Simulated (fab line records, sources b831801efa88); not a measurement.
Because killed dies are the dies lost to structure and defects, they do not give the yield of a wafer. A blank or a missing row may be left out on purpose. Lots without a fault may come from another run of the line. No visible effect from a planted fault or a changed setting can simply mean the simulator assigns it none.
Comparing a struck lot with a sound one || flow sky130 || 14 out of 708 route steps
Sound: wafers L240.3, L240.4, L240.6. Wafers struck: L243.2, L243.3, L243.4. The cause is given at the end.
At each step with rows: each side's tool, then ch and its chambers, then its first start. Under that, the readings that differ: sound wafers || struck wafers || difference of the means || sigmas: that difference in standard deviations of wafers without a fault.
alike: words and numbers the same on both sides, and readings whose means are apart by under 2 such deviations; not compared: readings that were withheld, readings missing a value for some wafer, numbers with overlapping values and no deviation given by the record, and bounds like >300 which may hide the same value.
The two part at a step that has a row with sigmas, a row that says differs or no value, or rows on one side only. Non-overlapping numbers with no deviation appear without sigmas and do not part them. A reading that every wafer of one side lacks parts them only if that side has two wafers or more.

SKY_METAL3_SPUTTER_04: material TiN, target thk 70 nm, time 58.3 s.
  sound on pvd-sputter-04, day 40 01:40; struck on pvd-sputter-01, day 41 03:04
  alike: chamber-pressure-pa, throttle-valve-pct
SKY_CAPM_CVD_00: deposits SiO2, target thk 15.5 nm.
  sound on pecvd-03 ch 0,1,2, day 40 01:43; struck on pecvd-01 ch 0,1,2, day 41 03:07
  alike: heater-power-w
SKY_CAPM_THK_MEAS_01:
  sound on film-metro-04, day 40 01:45; struck on film-metro-04, day 41 03:09
  alike: CAPM_CVD_00_THK
SKY_CAPM_SPUTTER_02: material TiN, target thk 200 nm, time 166.7 s.
  sound on pvd-sputter-03, day 40 01:47; struck on pvd-sputter-03, day 41 03:12
  alike: chamber-pressure-pa, throttle-valve-pct
SKY_CAPM_RS_MEAS_03: uses a four-point probe to measure.
  sound on film-metro-01, day 40 01:56; struck on film-metro-01, day 41 03:20
  alike: CAPM_TIN_RS
SKY_CAPM_THK_MEAS_04: measures by xrf.
  sound on film-metro-01, day 40 02:02; struck on film-metro-01, day 41 03:26
  alike: CAPM_TIN_THK
then, 6 steps without rows for these wafers: SKY_CAPM_DEHYDRATE_05 (time 60 s); SKY_CAPM_HMDS_06 (prime time 60 s); SKY_CAPM_COAT_07 (resist thk 1140 nm); SKY_CAPM_SOFTBAKE_08 (time 60 s); SKY_CAPM_EXPOSE_09 (exposes mask CAPM, target cd 1000 nm); SKY_CAPM_PEB_10.
SKY_CAPM_DEVELOP_11: develop time 60 s.
  sound on litho-track-01 ch 0, day 41 04:57; struck on litho-track-01, day 42 04:50
  no value came back on the struck wafers for chill-plate-temp-C (C), develop-time-s (s); on the sound wafers chill-plate-temp-C (C) reads 22.96 23.04 22.94
SKY_CAPM_OVL_MEAS_12:
  sound on overlay-02, day 41 05:04; struck on overlay-02, day 42 04:58
{"reading": "CAPM_OVL (nm)", "sound": "1.1 0.2 1.4", "struck": "- - -", "difference": "no value on the struck wafers", "sigmas": ""}

WHERE THEY PART
Earliest at SKY_CAPM_DEVELOP_11; latest, in this record, at SKY_CAPM_OVL_MEAS_12.

WHY: what had been put in by the simulator
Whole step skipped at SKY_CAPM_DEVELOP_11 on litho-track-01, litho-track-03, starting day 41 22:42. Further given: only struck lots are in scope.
